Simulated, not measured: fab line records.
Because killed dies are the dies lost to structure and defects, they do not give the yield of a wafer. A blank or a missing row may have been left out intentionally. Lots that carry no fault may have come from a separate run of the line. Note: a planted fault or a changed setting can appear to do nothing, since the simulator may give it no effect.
Which tool did it?    flow gf180mcu    12 lots, 36 wafers sampled, at 1 step of a route of 602

WHAT THE GAUGES SHOWED, per wafer
GF_V2_BOW_MEAS_05.
lot   measured      on            V2_BOW (um)
L075  day 19 07:52  filmMetro-03  95 91 86
L077  day 20 06:36  filmMetro-01  99 100 96
L078  day 21 06:09  filmMetro-02  91 108 100
L081  day 21 22:52  filmMetro-01  87 94 88
L083  day 23 05:53  filmMetro-03  103 102 99
L085  day 23 17:04  filmMetro-03  97 109 92
L088  day 24 12:48  filmMetro-01  113 96 111
L089  day 25 02:29  filmMetro-01  99 96 97
L091  day 25 10:24  filmMetro-01  103 93 98
L093  day 25 22:23  filmMetro-02  96 108 108
L095  day 26 07:11  filmMetro-02  92 101 91
L097  day 26 21:38  filmMetro-01  105 102 114

WHAT TOOL EACH LOT RAN ON (gives the tool, then ch and the chambers of the sampled wafers, and finally the start)
The record shows no process step preceding these readings.

THE ANSWER, worked out from the rows above alone
Rule: what is usual is taken from the lots themselves. Put in order of their means at a reading, lots are off if they are a third of the lots or fewer, leave a main group of 4 or more, and stand apart from it by a gap of 3 or more times the standard deviation of the main group's means; of several such gaps the widest counts. A main group whose means are all the same, to the digits that the tables above print for the reading, isn't used. A lot without any number at a reading at which 4 lots or more have one is off too. Where the step has rows for the other lots, those lots are counted as sound.
None of the lots is off at any reading shown; this tells nothing.

WHAT THE SIMULATOR HAD INSERTED
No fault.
